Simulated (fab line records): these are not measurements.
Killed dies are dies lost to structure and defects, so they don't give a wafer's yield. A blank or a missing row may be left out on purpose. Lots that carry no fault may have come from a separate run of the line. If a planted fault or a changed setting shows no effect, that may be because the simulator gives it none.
Problem report, 8D (eight disciplines) form, completed by code	flow sfq_line	the parts of the form that need people (team, actions taken, sign-off) are left out

== 1. WHAT WENT WRONG ==
Wafers without a fault read 0.685 a.u., standard deviation 0.0046; oes_product_au at SFQ_TRILAYER_I0_VIA_BARC_OPEN_VIA_ETCH_046 reads a mean of 0.779 a.u. on 3 wafers belonging to 3 lots. That puts it +20 standard deviations away from the usual mean.
The step: etches BARC in O2, target depth 125 nm, time 41.7 s.
Seen first at day 20 21:55 on rie_diel-02, wafer L887.6. At this step, 19 wafers from 7 lots have a number in the record. Rule for "out", or "out of limits": more than 4 standard deviations from the usual mean. Any other wafer with a number is counted as sound.

== 2. WHAT IT IS; WHAT IT IS NOT ==
question	is	is not
which readings at this step	oes_product_au, run_length_s	drypump_motor_current_A
which lots	L887, L889, L890	L879, L880, L897, L898
which wafers of those lots	L887.6, L889.6, L890.3	L887.1, L887.2, L889.4, L890.1
read on which tools	rie_diel-02	rie_diel-01, rie_diel-04
when	from day 20 21:55	up to then (8 sound wafers); but 8 sound wafers of L889, L890, L897, L898 came after

== 3. SUSPECTS, AND WHAT RULES EACH OUT ==
Counting: any tool at a process step up to the reading remains a suspect provided it ran every lot that is out. Sound lots after the first of them don't rule it out here, since some wafers of a struck lot are sound.
- rie_diel-02 at SFQ_TRILAYER_I0_VIA_BARC_OPEN_VIA_ETCH_046 (etches BARC in O2, target depth 125 nm, time 41.7 s): kept. It ran every lot that is out, first L887 (day 20 21:55); its last sound lot up to then is L879 (day 17 03:17). On those wafers its own readings are out: oes_product_au, run_length_s.
After counting, what remains is rie_diel-02 at SFQ_TRILAYER_I0_VIA_BARC_OPEN_VIA_ETCH_046.

== 4. THE CAUSE (what the simulator had put in) ==
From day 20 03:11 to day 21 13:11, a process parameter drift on rie_diel-02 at SFQ_TRILAYER_I0_VIA_BARC_OPEN_VIA_ETCH_046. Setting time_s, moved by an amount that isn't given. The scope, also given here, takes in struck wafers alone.
After counting, this tool was the only one left.

== 5. THE CHAIN OF EFFECTS, in route order ==
Each row: a reading whose mean over the struck wafers that have a number lies more than 3 standard deviations from the usual. Only readings whose record carries a usual standard deviation are examined. hours: median over the lots of the time between each lot's start at the first step of this table that gives one and its start at this step. sigmas: the change, counted in usual standard deviations.
hours	step	reading	usual	on struck wafers	change	sigmas
0	SFQ_TRILAYER_I0_VIA_BARC_OPEN_VIA_ETCH_046	oes_product_au	0.685 a.u.	0.779	+0.094	+20
0	SFQ_TRILAYER_I0_VIA_BARC_OPEN_VIA_ETCH_046	run_length_s	70.0 s	63.0	-7.0	-17
Its process steps:
- SFQ_TRILAYER_I0_VIA_BARC_OPEN_VIA_ETCH_046: etches BARC in O2, target depth 125 nm, time 41.7 s.

== 6. WHAT WOULD HAVE CAUGHT IT SOONER ==
First out-of-limits reading in this record: day 20 21:55, which is 19 hours after fault onset at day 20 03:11.
